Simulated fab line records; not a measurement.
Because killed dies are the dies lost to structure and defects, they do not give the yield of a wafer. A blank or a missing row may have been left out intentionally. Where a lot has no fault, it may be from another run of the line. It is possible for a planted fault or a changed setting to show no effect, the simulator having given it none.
Code-filled problem report in 8D (eight disciplines) form | flow sky130 | the parts of the form that need people (team, actions taken, sign-off) are left out

1. WHAT WENT WRONG
Mean of strip-time-to-endpoint-s at SKY_FIELD_ISO_STRIP_16: 2.94 s across 2 wafers in 2 lots; on wafers with no fault it is 3.54 s (standard deviation 0.045). Relative to the usual mean, that is a shift of -13 standard deviations.
The step: strips in O2/N2.
Earliest sighting: wafer L783.4 on plasma-asher-02 at day 4 20:02. At this step, 34 wafers from 12 lots have a number in the record. Rule for "out", or "out of limits": more than 4 standard deviations from the usual mean. The rest of the wafers with a number are treated as sound.

2. WHAT IT IS AND WHAT IT IS NOT
question                    | is                                       | is not
which readings at this step | strip-time-to-endpoint-s, oes-product-au | drypump-motor-current-A
which lots                  | L783, L785                               | L771, L772, L773, L776, L777, L778, L779, L789, L791, L792
which wafers of those lots  | L783.4, L785.4                           | L783.2, L785.6
read on which tools         | plasma-asher-01, plasma-asher-02         | plasma-asher-03
when                        | from day 4 20:02                         | up to then (22 sound wafers); but 10 sound wafers of L785, L789, L791, L792 came after

3. WHAT RULES OUT EACH SUSPECT
Counting: any tool at a process step up to the reading remains a suspect provided it ran every lot that is out. Sound lots after the first of them don't rule it out here, since some wafers of a struck lot are sound.
- rie-diel-03 at SKY_FIELD_ISO_ETCH_15 (etches the open film in CHF3/O2, stops on Si, target depth 180 nm, time 72 s): kept. It processed each lot that is out (first: L783, day 4 19:59); up to then, its last sound lot is L779 (day 3 23:44).
Left after counting: rie-diel-03 at SKY_FIELD_ISO_ETCH_15.

4. THE CAUSE (what the simulator had put in)
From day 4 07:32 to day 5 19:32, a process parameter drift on rie-diel-03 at SKY_FIELD_ISO_ETCH_15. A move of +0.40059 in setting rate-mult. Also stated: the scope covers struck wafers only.
Only this tool survived the counting.

5. THE EFFECT CHAIN, in route order
Each row: a reading whose mean over the struck wafers that have a number lies more than 3 standard deviations from the usual. Readings are gone through only where the record gives a usual standard deviation; hours: the median, over the lots, of the time from a lot's start at the first step in this table giving one to that lot's start at this step; sigmas: the change measured in usual standard deviations.
hours | step                   | reading                  | usual      | on struck wafers | change | sigmas
0     | SKY_FIELD_ISO_STRIP_16 | oes-product-au           | 0.377 a.u. | 0.354            | -0.023 | -4.7
0     | SKY_FIELD_ISO_STRIP_16 | strip-time-to-endpoint-s | 3.54 s     | 2.94             | -0.60  | -13
It contains these process steps:
- SKY_FIELD_ISO_STRIP_16: strips in O2/N2.
Later measuring or inspecting steps at which every struck wafer that the step has a row for has a number for every such reading, and none has moved that far: SKY_LOCAL_INTERCONNECT_THK_MEAS_02, SKY_CONTACT_THK_MEAS_01.

6. HOW IT WOULD HAVE BEEN CAUGHT EARLIER
First out-of-limits reading in this record: day 4 20:02, which is 12 hours after fault onset at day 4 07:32.
Of the tool readings at SKY_FIELD_ISO_ETCH_15 for which the record gives a usual standard deviation, none was out on any struck wafer, so an alarm limit of 4 standard deviations on them would not have fired.
Among the 2 lots that are out, L785 began SKY_FIELD_ISO_ETCH_15 on rie-diel-03 after day 4 20:02. Had the tool been put on hold then, it would have been spared.
